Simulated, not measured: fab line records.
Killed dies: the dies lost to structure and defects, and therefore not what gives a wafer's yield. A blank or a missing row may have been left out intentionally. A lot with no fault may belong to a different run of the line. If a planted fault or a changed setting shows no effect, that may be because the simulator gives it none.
Lot-split experiment :: flow sky130 :: 20 wafers read across 5 lots, on a route 708 steps long

## ON THE SPLIT
At SKY_METAL2_ETCH_18 (etches BARC in N2/H2, stops on SiO2, time 45.9 s, target depth 60 nm), the setting icp w was moved away from the recipe's 500 W on 8 of the 20 wafers read, by -7.4% to +9.0%. For the rest of the wafers, this setting stayed at what the recipe calls for.

The reading is taken at the split's own step.

## THE READING
KrF-thick_of_METAL2_COAT_10.thk nm (the simulator's own value, which no gauge read), in nm, at SKY_METAL2_ETCH_18 (etches BARC in N2/H2, stops on SiO2, time 45.9 s, target depth 60 nm). No usual value for it is given in the file. Here, 12 wafers ran the recipe; their average is 391.5 nm with a standard deviation of 0.76 nm.

wafer: L076.1
tool, chamber at the split: rie metal-01, 0
icp w as run, W: 462.9
against the recipe: -7.4%
KrF-thick_of_METAL2_COAT_10.thk nm, nm: 394.5
against lot-mates on the recipe: +3.1

wafer: L076.6
tool, chamber at the split: rie metal-01, 0
icp w as run, W: 462.9
against the recipe: -7.4%
KrF-thick_of_METAL2_COAT_10.thk nm, nm: 394.5
against lot-mates on the recipe: +3.1

wafer: L076.2
tool, chamber at the split: rie metal-01, 1
icp w as run, W: 500
against the recipe: recipe
KrF-thick_of_METAL2_COAT_10.thk nm, nm: 390.9
against lot-mates on the recipe: -

wafer: L076.3
tool, chamber at the split: rie metal-01, 0
icp w as run, W: 462.9
against the recipe: -7.4%
KrF-thick_of_METAL2_COAT_10.thk nm, nm: 394.7
against lot-mates on the recipe: +3.3

wafer: L076.5
tool, chamber at the split: rie metal-01, 1
icp w as run, W: 500
against the recipe: recipe
KrF-thick_of_METAL2_COAT_10.thk nm, nm: 391.9
against lot-mates on the recipe: -

wafer: L080.1
tool, chamber at the split: rie metal-01, 0
icp w as run, W: 540.3
against the recipe: +8.1%
KrF-thick_of_METAL2_COAT_10.thk nm, nm: 388.8
against lot-mates on the recipe: -2.6

wafer: L080.3
tool, chamber at the split: rie metal-01, 0
icp w as run, W: 500
against the recipe: recipe
KrF-thick_of_METAL2_COAT_10.thk nm, nm: 392
against lot-mates on the recipe: -

wafer: L080.4
tool, chamber at the split: rie metal-01, 1
icp w as run, W: 540.3
against the recipe: +8.1%
KrF-thick_of_METAL2_COAT_10.thk nm, nm: 389.9
against lot-mates on the recipe: -1.6

wafer: L080.5
tool, chamber at the split: rie metal-01, 1
icp w as run, W: 540.3
against the recipe: +8.1%
KrF-thick_of_METAL2_COAT_10.thk nm, nm: 389.6
against lot-mates on the recipe: -1.8

wafer: L080.6
tool, chamber at the split: rie metal-01, 0
icp w as run, W: 500
against the recipe: recipe
KrF-thick_of_METAL2_COAT_10.thk nm, nm: 390.9
against lot-mates on the recipe: -

wafer: L082.1
tool, chamber at the split: rie metal-02, 0
icp w as run, W: 500
against the recipe: recipe
KrF-thick_of_METAL2_COAT_10.thk nm, nm: 391.5
against lot-mates on the recipe: -

wafer: L082.3
tool, chamber at the split: rie metal-02, 0
icp w as run, W: 500
against the recipe: recipe
KrF-thick_of_METAL2_COAT_10.thk nm, nm: 392.5
against lot-mates on the recipe: -

wafer: L083.4
tool, chamber at the split: rie metal-03, 1
icp w as run, W: 500
against the recipe: recipe
KrF-thick_of_METAL2_COAT_10.thk nm, nm: 391.1
against lot-mates on the recipe: -

wafer: L083.5
tool, chamber at the split: rie metal-03, 1,0
icp w as run, W: 500
against the recipe: recipe
KrF-thick_of_METAL2_COAT_10.thk nm, nm: 390.8
against lot-mates on the recipe: -

wafer: L083.6
tool, chamber at the split: rie metal-03, 1,0
icp w as run, W: 500
against the recipe: recipe
KrF-thick_of_METAL2_COAT_10.thk nm, nm: 390.8
against lot-mates on the recipe: -

wafer: L085.2
tool, chamber at the split: rie metal-01, 1
icp w as run, W: 545.1
against the recipe: +9.0%
KrF-thick_of_METAL2_COAT_10.thk nm, nm: 389.5
against lot-mates on the recipe: -2.4

wafer: L085.3
tool, chamber at the split: rie metal-01, 1
icp w as run, W: 500
against the recipe: recipe
KrF-thick_of_METAL2_COAT_10.thk nm, nm: 390.7
against lot-mates on the recipe: -

wafer: L085.4
tool, chamber at the split: rie metal-01, 1
icp w as run, W: 500
against the recipe: recipe
KrF-thick_of_METAL2_COAT_10.thk nm, nm: 393.2
against lot-mates on the recipe: -

wafer: L085.5
tool, chamber at the split: rie metal-01, 1
icp w as run, W: 545.1
against the recipe: +9.0%
KrF-thick_of_METAL2_COAT_10.thk nm, nm: 388.8
against lot-mates on the recipe: -3.1

wafer: L085.6
tool, chamber at the split: rie metal-01, 1
icp w as run, W: 500
against the recipe: recipe
KrF-thick_of_METAL2_COAT_10.thk nm, nm: 391.8
against lot-mates on the recipe: -
Where a row lists several chambers, the file gives one row for several wafers and doesn't say which wafer went through which chamber.

FIT RESULTS
A straight line over all 20 wafers: KrF-thick_of_METAL2_COAT_10.thk nm changes by -0.316 nm for each +1% of icp w; r = -0.92; the points scatter about the line by 0.72 nm.
The same after taking each lot's own level away (the mean of its wafers on the recipe; 20 wafers): -0.332 nm for each +1%; r = -0.94; scatter 0.65 nm.
The reading moves by 3 nm for the largest change in icp w, on that fit.
From 390.90 to 392.00 nm: that is the span of the lots' own levels, equal to 1.5 times the standard deviation above.
The two slopes are in agreement: the lot-to-lot level therefore moves the slope only a little.
Check: for one of the wafers moved furthest among these (+9.0%), held out of the fit, the line's prediction against its lot-mates is -2.84 nm. Against them it came out at -2.4 nm.

## OTHER SPLITS ON THESE WAFERS
Note: prior to the reading, these wafers also went through further splits. Each is held against what the fit with the lots' levels taken away leaves over:
other split on the same wafers: SKY_LOCAL_INTERCONNECT_ETCH_13 pressure mtorr
wafers away from the commonest value: 12
r with KrF-thick_of_METAL2_COAT_10.thk nm (lot level and that fit taken away): +0.25

other split on the same wafers: SKY_CONTACT_HDPCVD_02 sih4 flow sccm
wafers away from the commonest value: 5
r with KrF-thick_of_METAL2_COAT_10.thk nm (lot level and that fit taken away): -0.26

other split on the same wafers: SKY_CONTACT_COAT_08 spin rpm
wafers away from the commonest value: 6
r with KrF-thick_of_METAL2_COAT_10.thk nm (lot level and that fit taken away): -0.11

other split on the same wafers: SKY_CONTACT_DEVELOP_13 develop time s
wafers away from the commonest value: 8
r with KrF-thick_of_METAL2_COAT_10.thk nm (lot level and that fit taken away): +0.16

other split on the same wafers: SKY_CONTACT_CMP_27 t overpolish s
wafers away from the commonest value: 2
r with KrF-thick_of_METAL2_COAT_10.thk nm (lot level and that fit taken away): -0.20

other split on the same wafers: SKY_METAL1_ETCH_18 time s
wafers away from the commonest value: 4
r with KrF-thick_of_METAL2_COAT_10.thk nm (lot level and that fit taken away): -0.20

other split on the same wafers: SKY_VIA1_CMP_02 leave above ref nm
wafers away from the commonest value: 6
r with KrF-thick_of_METAL2_COAT_10.thk nm (lot level and that fit taken away): +0.01

other split on the same wafers: SKY_VIA1_SOFTBAKE_08 temp c
wafers away from the commonest value: 8
r with KrF-thick_of_METAL2_COAT_10.thk nm (lot level and that fit taken away): -0.32

other split on the same wafers: SKY_VIA1_SPUTTER_20 chamber pressure pa
wafers away from the commonest value: 15
r with KrF-thick_of_METAL2_COAT_10.thk nm (lot level and that fit taken away): +0.12

other split on the same wafers: SKY_METAL2_SPUTTER_00 power w
wafers away from the commonest value: 7
r with KrF-thick_of_METAL2_COAT_10.thk nm (lot level and that fit taken away): +0.04

## THE FILE'S OWN FIT
KrF-thick_of_METAL2_COAT_10.thk nm changes by -0.32 nm for each +1% of icp w, r = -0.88.
